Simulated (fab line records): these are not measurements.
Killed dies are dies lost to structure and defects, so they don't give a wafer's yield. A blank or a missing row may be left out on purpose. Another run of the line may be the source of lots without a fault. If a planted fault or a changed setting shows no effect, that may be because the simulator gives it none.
fab line records | flow gf180mcu
[record] lots = 6 wafers = 18 lastDay = 33
route steps=602 shown LVPWELL@60 MVSD@66 MVPSD@78
lots with no fault: from the same line, run without faults
startH: hours from the record's opening day to when the first of the lot's shown wafers began | waitH: how many hours have passed since the lot's step before this one | " same as the row above | L1.1+2: a row that stands for several wafers | - value missing, or start not given | * or withheld: withheld | < > ~ a bound
route shown NAME@n: NAME is a module with steps in the file, n the number in the route of the first one | usual: the fault-free wafers' mean and standard deviation | same: alike in all rows | chamber/n: place in a boat | sites: per-site readings | _std_site: how widely they spread, as a standard deviation | _edge_site: outer sites' mean less inner sites' | radiusMm: for every site, how far away it sits from the centre of the wafer | mask NAME#n: copy n | behind: the most recent tool/chamber to have shaped the wafer | hold: reason for holding the lot/hours on hold/outcome of the hold | device: the transistor (n, p or np) that didn't switch | end of line: tests run on the same wafers once the route is complete | a step with no rows: only its recipe | killed: at the first sort, the dies lost to defects and structure; wafer yield is something else | map: a wafer's dies, marking killed ones x, the rest . and places with no die _
set.NAME: the setting as run; set.NAME@STEP: as run at that earlier step | model.NAME: the simulator's own value behind a step, which no gauge read
certain route steps with their lots: each step a table, each wafer a row
services: from which hour (startH, from the record's first day; less than 0 if before it) a tool's chamber was out of use, for how many hours, and why
[[steps]]
[step GF_LVPWELL_DEVELOP_06]
[recipe] wallAngleDeg = 90 developTimeS = 60 devTempC = 23
[step GF_LVPWELL_OVL_MEAS_07]
[usual] LVPWELL_OVL = 1.0/1.2
// columns lot.wafer tool chamber startH waitH LVPWELL_OVL[nm]
L587.1 overlay-02 - 69.85 - 1.7
L587.2 " - " " 0.8
L587.3 " - " " 0.7
L593.2 overlay-02 - 101.54 - 0.0
L593.3 " - " " 0.4
L593.4 " - " " 1.5
L599.4 overlay-02 - 135.26 - -0.4
L599.5 " - " " 0.3
L599.6 " - " " 0.5
L602.1 overlay-02 - 152.38 - 1.6
L602.4 " - " " 0.5
L602.5 " - " " 0.5
L603.2 overlay-01 - 159.78 - 2.4
L603.3 " - " " 2.2
L603.5 " - " " 1.9
L605.4 overlay-02 - 169.52 - -0.7
L605.5 " - " " 1.0
L605.6 " - " " 0.2
[step GF_LVPWELL_IMPLANT_08]
[recipe] species = B energyKev = 170 doseCm2 = 1.5e+13 tiltDeg = 0
[step GF_LVPWELL_IMPLANT_09]
[recipe] species = B energyKev = 60 doseCm2 = 5e+12 tiltDeg = 0
[step GF_LVPWELL_STRIP_10]
[recipe] chemistry = O2/N2 powerW = 1400 pressureMtorr = 1500 platenTempC = 250 o2FlowSccm = 3000 n2FlowSccm = 300 overashFraction = 0.5
[usual] drypumpMotorCurrentA = 5.60/0.3 heaterPowerW = 349/60 oesProductAu = 0.722/0.0043 stripTimeToEndpointS = 36.97/0.094
// columns lot.wafer tool chamber startH waitH drypumpMotorCurrentA heaterPowerW oesProductAu rfHoursCounterH stripTimeToEndpointS
L587.1 plasmaAsher-03 0 70.19 0.1 5.40 283 0.710 26 37.04
L587.2 " 1 " " 5.88 435 0.721 26 37.02
L587.3 " 0 " " 5.40 286 0.722 - 36.98
L593.2 plasmaAsher-03 0 101.87 0.1 5.40 276 0.721 29 36.88
L593.3 " 0 " " 5.40 281 0.719 - 36.92
L593.4 " 1 " " 5.85 439 0.726 - 36.85
L599.4 plasmaAsher-03 0 135.61 0.1 5.39 279 0.714 - 37.02
L599.5 " 1 " " 5.89 436 0.725 - 37.06
L599.6 " 0 " " 5.38 278 0.720 - 37.07
L602.1 plasmaAsher-03 0 152.71 0.1 5.40 278 0.727 34 37.06
L602.4 " 0 " " 5.39 280 0.721 - 37.06
L602.5 " 0 " " 5.38 279 0.725 - 37.04
L603.2 plasmaAsher-04 0 160.11 0.1 5.23 331 0.716 51 37.04
L603.3 " 0 " " 5.23 329 0.722 - 36.96
L603.5 " 1 " " 6.04 267 0.721 - 36.89
L605.4 plasmaAsher-03 1 169.87 0.1 5.86 425 0.721 - 36.85
L605.5 " 1 " " 5.86 428 0.723 - 36.94
L605.6 " 0 " " 5.40 285 0.723 - 36.91
[step GF_LVPWELL_TW_MEAS_11]
[usual] LVPWELL_TW = 556/4
// columns lot.wafer tool chamber startH waitH LVPWELL_TW
L587.1 filmMetro-02 - 70.29 0.1 562
L587.2 " - " " 563
L587.3 " - " " 562
L593.2 filmMetro-03 - 101.98 0.1 554
L593.3 " - " " 551
L593.4 " - " " 552
L599.4 filmMetro-02 - 135.71 0.1 562
L599.5 " - " " 561
L599.6 " - " " 561
L602.1 filmMetro-04 - 152.81 0.1 553
L602.4 " - " " 551
L602.5 " - " " 551
L603.2 filmMetro-03 - 160.22 0.1 549
L603.3 " - " " 550
L603.5 " - " " 549
L605.4 filmMetro-04 - 169.97 0.1 556
L605.5 " - " " 555
L605.6 " - " " 552
[step GF_MVSD_DEHYDRATE_00]
[recipe] tempC = 200 timeS = 60
[step GF_MVSD_HMDS_01]
[recipe] primeTimeS = 60 primeTempC = 120
[step GF_MVSD_COAT_02]
[recipe] spinRpm = 2000 resistThkNm = 3000
[step GF_MVSD_SOFTBAKE_03]
[recipe] tempC = 110 timeS = withheld
[step GF_MVSD_EXPOSE_04]
[recipe] maskId = MVSD targetCdNm = 1000 na = 0.6 sourceShape = conventional sigmaOuter = 0.6 doseMj = 260
[step GF_MVSD_PEB_05]
[recipe] tempC = 115 timeS = withheld
[step GF_MVSD_DEVELOP_06]
[recipe] wallAngleDeg = 90 developTimeS = 60 devTempC = 23
// columns lot.wafer tool chamber startH waitH
L587.1+2+3 lithoTrack-04 0 83 -
L593.2+3+4 lithoTrack-01 0 116 -
L599.4+5+6 lithoTrack-01 0 151 -
L602.1+4+5 lithoTrack-01 0 168 -
L603.2+3+5 lithoTrack-04 0 175 -
L605.4+5+6 lithoTrack-04 0 185 -
[step GF_MVSD_OVL_MEAS_07]
[usual] MVSD_OVL = 0.6/1.2
// columns lot.wafer tool chamber startH waitH MVSD_OVL[nm]
L587.1 overlay-01 - 83.88 - 2.1
L587.2 " - " " 1.5
L587.3 " - " " 1.0
L593.2 overlay-01 - 116.63 - 0.7
L593.3 " - " " 1.9
L593.4 " - " " -0.7
L599.4 overlay-01 - 151.39 - -
L599.5 " - " " -
L599.6 " - " " -
L602.1 overlay-02 - 168.37 - -
L602.4 " - " " -
L602.5 " - " " -
L603.2 overlay-01 - 175.78 - 1.6
L603.3 " - " " 1.6
L603.5 " - " " 1.9
L605.4 overlay-01 - 186.05 - 1.2
L605.5 " - " " 1.8
L605.6 " - " " 1.3
[step GF_MVSD_IMPLANT_08]
[recipe] species = P energyKev = 400 doseCm2 = 1.6e+13 tiltDeg = 0
[step GF_MVSD_IMPLANT_09]
[recipe] species = P energyKev = 100 doseCm2 = 5e+12 tiltDeg = 0
[step GF_MVSD_STRIP_10]
[recipe] chemistry = O2/N2 powerW = 1400 pressureMtorr = 1500 platenTempC = 250 o2FlowSccm = 3000 n2FlowSccm = 300 overashFraction = 0.5
[usual] drypumpMotorCurrentA = 5.49/0.28 heaterPowerW = 354/53 oesProductAu = 0.722/0.0046 stripTimeToEndpointS = 36.97/0.11
// columns lot.wafer tool chamber startH waitH drypumpMotorCurrentA heaterPowerW oesProductAu rfHoursCounterH stripTimeToEndpointS
L587.1 plasmaAsher-02 1 84.22 0.1 5.55 348 0.717 44 36.97
L587.2 " 0 " " 5.03 321 0.727 44 36.94
L587.3 " 0 " " 5.01 311 0.715 - 37.12
L593.2 plasmaAsher-03 0 116.96 0.1 5.36 276 0.722 31 36.99
L593.3 " 1 " " 5.85 437 0.724 - 37.03
L593.4 " 0 " " 5.35 284 0.722 - 37.03
L599.4 plasmaAsher-02 0 151.74 0.1 5.01 309 0.718 - 37.19
L599.5 " 1 " " 5.60 340 0.732 - 37.12
L599.6 " 0 " " 5.03 317 0.725 - 37.13
L602.1 plasmaAsher-01 0 168.71 0.1 5.75 370 0.722 5 37.02
L602.4 " 1 " " 5.34 378 0.729 - 37.14
L602.5 " 0 " " 5.74 377 0.720 - 37.01
L603.2 plasmaAsher-02 0 176.11 0.1 5.03 311 0.726 54 36.90
L603.3 " 1 " " 5.56 336 0.724 - 36.92
L603.5 " 1 " " 5.58 348 0.719 - 36.93
L605.4 plasmaAsher-01 1 186.40 0.1 5.30 387 0.725 - 36.94
L605.5 " 0 " " 5.74 364 0.723 - 36.96
L605.6 " 1 " " 5.31 393 0.728 - 36.88
[step GF_MVSD_TW_MEAS_11]
[usual] MVSD_TW = 1567/11
// columns lot.wafer tool chamber startH waitH MVSD_TW
L587.1 filmMetro-02 - 84.32 0.1 1585
L587.2 " - " " 1571
L587.3 " - " " 1583
L593.2 filmMetro-03 - 117.07 0.1 1554
L593.3 " - " " 1559
L593.4 " - " " 1557
L599.4 filmMetro-04 - 151.84 0.1 30
L599.5 " - " " 30
L599.6 " - " " 30
L602.1 filmMetro-02 - 168.81 0.1 30
L602.4 " - " " 30
L602.5 " - " " 30
L603.2 filmMetro-02 - 176.22 0.1 1564
L603.3 " - " " 1575
L603.5 " - " " 1567
L605.4 filmMetro-03 - 186.49 0.1 1573
L605.5 " - " " 1570
L605.6 " - " " 1564
[step GF_MVPSD_DEHYDRATE_00]
[recipe] tempC = 200 timeS = 60
[[services]]
// columns tool chamber startH hours kind
plasmaAsher-01 - 108.75 9.0 pm
plasmaAsher-01 0 108.75 9.0 ventCycle
plasmaAsher-01 1 108.75 9.0 ventCycle
plasmaAsher-01 0 117.75 - clean
plasmaAsher-01 1 117.75 - clean
plasmaAsher-02 - 119.87 2.3 repair
plasmaAsher-01 - 158.45 2.0 repair
plasmaAsher-04 - 177.88 0.7 repair
[[key]]
[firstSign] step = GF_MVSD_OVL_MEAS_07 reading = MVSD_OVL direction = missing
[effect] step = GF_MVSD_TW_MEAS_11 reading = MVSD_TW direction = down sigmas = 99+ usual = 1567 struck = 30
metAt GF_MVSD_DEVELOP_06
struckWafers L599.4,L599.5,L599.6,L602.1,L602.4,L602.5
sortLeftOut L599.4,L599.5,L599.6,L602.1,L602.4,L602.5
testerLeftOut L599,L602
onsetBetween 116 151
[fault] kind = processParameterDrift tool = lithoTrack-01 chamber = - onsetH = 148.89 steps = GF_MVSD_DEVELOP_06 channel = developTimeS offset = * shape = step endH = 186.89 actsIn = * stated = *
// testerLeftOut: of these lots the tester's yield and bins aren't shown, on N5 and GAA mostly nor the transistor test; their killed dies are dies lost to structure and defects alone, not to doping, threshold or leakage, so they don't give the yield
// sortLeftOut: the simulated sort isn't trusted on such a fault, so these wafers' sort isn't shown, and their yield isn't known
